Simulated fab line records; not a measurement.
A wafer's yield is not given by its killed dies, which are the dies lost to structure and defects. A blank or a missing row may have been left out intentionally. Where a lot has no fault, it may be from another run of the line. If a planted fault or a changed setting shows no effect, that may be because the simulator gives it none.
A struck lot beside a sound one ; flow sky130 ; 24 steps out of a route of 708
Sound: wafers L822.3, L822.4, L822.6. The struck wafers were L826.4, L826.5, L826.6. The cause comes at the end.
At each step with rows: each side's tool, then ch and its chambers, then its first start. Under that, the readings that differ: sound wafers ; struck wafers ; difference of the means ; sigmas: that difference in standard deviations of wafers without a fault.
alike: a reading whose means differ by less than 2 such deviations, as well as words and numbers matching on both sides. not compared: withheld readings; readings where some wafer has no value; bounds like >300 that might hide an equal value; numbers whose values overlap and for which the record gives no deviation.
Wherever a step has rows on one side only, a row that says differs or no value, or a row with sigmas, the two part there. Non-overlapping numbers with no deviation appear without sigmas and do not part them. A reading that every wafer of one side lacks parts them only if that side has two wafers or more.

first, 9 steps without rows for these wafers: SKY_LI_CONTACT_ETCH_14 (etches BARC in N2/H2, stops on SiO2, time 45.9 s, target depth 60 nm); SKY_LI_CONTACT_ETCH_15 (etches PSG in C4F8/O2/Ar, stops on Si, target depth 600 nm); SKY_LI_CONTACT_STRIP_16 (strips in O2/N2); SKY_LI_CONTACT_CLEAN_17 (cleans in NMP, time 600 s); SKY_LI_CONTACT_PRE_CLEAN_18 (time 5.6 s); SKY_LI_CONTACT_SPUTTER_19 (material Ti, target thk 20 nm, time 106.37 s); SKY_LI_CONTACT_SPUTTER_20 (material TiN, target thk 20 nm, time 80 s); SKY_LI_CONTACT_CVD_21 (deposits W, target thk 400 nm, time 120.56 s); SKY_LI_CONTACT_CMP_24 (polishes, stops on PSG, t overpolish 20 s, target thk 0 nm).
SKY_LOCAL_INTERCONNECT_SPUTTER_00: material TiN, target thk 100 nm, time 83.3 s.
  sound on pvd_sputter-01 at day 31 12:49; struck on pvd_sputter-03 at day 32 04:23
  no value came back on the struck wafers for cathode_dc_power_W (W), chamber_pressure_pa (Pa), throttle_valve_pct (%); on the sound wafers cathode_dc_power_W (W) reads 6500.1 6501.8 6502.2
SKY_LOCAL_INTERCONNECT_RS_MEAS_01: a four-point-probe measurement.
  sound on film_metro-01 at day 31 12:55; struck on film_metro-02 at day 32 04:28
reading;sound;struck;difference;sigmas
LOCAL_INTERCONNECT_TIN_RS (ohm/sq);14.18 14.12 14.26;- - -;no value on the struck wafers;
SKY_LOCAL_INTERCONNECT_THK_MEAS_02: measures by xrf.
  sound on film_metro-01 at day 31 13:01; struck on film_metro-02 at day 32 04:34
reading;sound;struck;difference;sigmas
LOCAL_INTERCONNECT_TIN_THK (nm);101.5 101.3 100.2;<0.0 <0.0 <0.0;differs;
then, 9 steps without rows for these wafers: SKY_LOCAL_INTERCONNECT_DEHYDRATE_03 (time 60 s); SKY_LOCAL_INTERCONNECT_HMDS_04 (prime time 60 s); SKY_LOCAL_INTERCONNECT_COAT_05 (resist thk 60 nm); SKY_LOCAL_INTERCONNECT_COAT_06 (resist thk 450 nm); SKY_LOCAL_INTERCONNECT_SOFTBAKE_07 (time 90 s); SKY_LOCAL_INTERCONNECT_EXPOSE_08 (exposes mask LI1M, target cd 170 nm); SKY_LOCAL_INTERCONNECT_PEB_09; SKY_LOCAL_INTERCONNECT_DEVELOP_10 (develop time 60 s); SKY_LOCAL_INTERCONNECT_ETCH_13 (etches BARC in N2/H2, stops on SiO2, time 45.9 s, target depth 60 nm).
SKY_LOCAL_INTERCONNECT_METAL_ETCH_14: etches TiN in Cl2/BCl3, stops on PSG, target depth 110 nm, time 31.4 s.
  sound on rie_metal-04 ch 0,1, day 32 16:19; struck on rie_metal-03 ch 0,1, day 33 06:58
reading;sound;struck;difference;sigmas
oes_product_au (a.u.);0.941 0.942 0.943;0.487 0.494 0.490;-0.452;-61
throttle_valve_pct (%);21.906 21.912 21.905;22.192 22.182 22.204;+0.285;+29
  alike: bcl3_flow_sccm, drypump_motor_current_A
  not compared: rf_hours_counter_h
then, 1 step without rows for these wafers: SKY_LOCAL_INTERCONNECT_STRIP_15 (strips in O2/N2).
-- the record jumps here: 15 days lie between the struck wafers' starts before and after (it left off in module LOCAL_INTERCONNECT and takes up again in module PAD_OPEN, whose first step shown is number 708 of the route) --
SKY_PAD_OPEN_PROBE_99:
  sound on prober-02 at day 47 11:41; struck on prober-01 at day 47 23:15
reading;sound;struck;difference;sigmas
killed_at_M0_to_M3;51 45 43;12 4 14;-36;-5
killed_at_contacts;19 26 27;472 484 473;+452;+90
killed_dies;84 84 88;492 492 492;+407;+41
killed_on_rim;14 18 16;96 96 96;+80;+23
killed_open;48 51 50;10 7 13;-40;-5
killed_short;36 33 38;10 11 7;-26;-4
  alike: killed_at_M4_up, killed_at_front_end, killed_at_other

== WHERE THEY PART ==
At SKY_LOCAL_INTERCONNECT_SPUTTER_00 first; at SKY_PAD_OPEN_PROBE_99 last (within this record only).

WHY: what had been put in by the simulator
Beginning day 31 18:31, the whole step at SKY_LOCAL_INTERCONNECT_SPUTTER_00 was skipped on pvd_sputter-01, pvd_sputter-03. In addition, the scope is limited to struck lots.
